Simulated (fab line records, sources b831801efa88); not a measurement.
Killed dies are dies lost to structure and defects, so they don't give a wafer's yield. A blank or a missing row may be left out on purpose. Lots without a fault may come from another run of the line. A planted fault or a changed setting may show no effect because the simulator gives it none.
One fault seen from 2 desks | flow sfq_line | each desk has only its own numbers; what lay behind them comes last

THE METROLOGY DESK
What the gauges read, lot by lot, whatever tool the lot ran on: means of the sampled wafers that have a number. A lot is out of limits, marked OUT, if its mean lies more than 4 standard deviations from the usual mean; the brackets give that distance.
Columns: A = I7_OVL at SFQ_I7_OVL_MEAS_947, usual -4 nm
lot  | first seen here | A
L816 | day 82 05:20    | 3
L817 | day 82 08:57    | -2
L818 | day 82 10:09    | -13
L819 | day 82 15:59    | 2
L820 | day 82 17:10    | -6
L821 | day 85 17:55    | -3
L822 | day 89 14:28    | -12
L829 | day 96 07:37    | -6
L830 | day 96 17:23    | -3
L831 | day 96 19:47    | -2
L832 | day 96 20:59    | -5
L833 | day 97 05:04    | -2
L836 | day 97 19:28    | -12
L837 | day 98 01:28    | -4
L838 | day 98 08:40    | -5
This desk's finding: nothing out of limits on any of the 15 lots.

THE TOOL OWNER'S DESK: litho_track-04
The tool's own readings at SFQ_TRILAYER_I2_VIA_LITHO_PEB_070 (peb time 60 s): means of the sampled wafers that have a number, for each lot that ran on this tool. A lot is out of limits, marked OUT, if its mean lies more than 4 standard deviations from the usual mean; the brackets give that distance.
Columns: A = heater_power_total_W at SFQ_TRILAYER_I2_VIA_LITHO_PEB_070, usual 79.16 W; B = plate_temp_C at SFQ_TRILAYER_I2_VIA_LITHO_PEB_070, usual 115.02 C
lot  | first seen here | A               | B
L817 | day 45 14:35    | 79.14           | 114.91
L822 | day 48 10:18    | 79.18           | 114.90
L830 | day 51 03:22    | 77.62 (-24) OUT | 113.31 (-12) OUT
L831 | day 51 10:32    | 77.64 (-23) OUT | 113.46 (-11) OUT
L832 | day 51 11:44    | 77.64 (-23) OUT | 113.26 (-13) OUT
This desk's finding: out of limits on L830, L831, L832; first on L830, day 51 03:22 (heater_power_total_W at SFQ_TRILAYER_I2_VIA_LITHO_PEB_070). In limits: L817, L822.

PUT TOGETHER
The tool owner's desk could have raised an alarm at day 51 03:22, on L830, L831, L832.
The metrology desk saw nothing out of limits.
The metrology desk has L830, L831, L832 on record, within its limits.
Of the lots named, all ran SFQ_TRILAYER_I2_VIA_LITHO_PEB_070 on litho_track-04.

WHAT THE SIMULATOR HAD PUT IN
Process parameter drift: litho_track-04, from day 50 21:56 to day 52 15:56, at SFQ_TRILAYER_I2_VIA_LITHO_PEB_070. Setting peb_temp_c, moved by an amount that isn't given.
Lots struck among those shown: L830, L831, L832.
Hours from the fault's start to each desk's first reading out of limits: the tool owner's desk, 5.
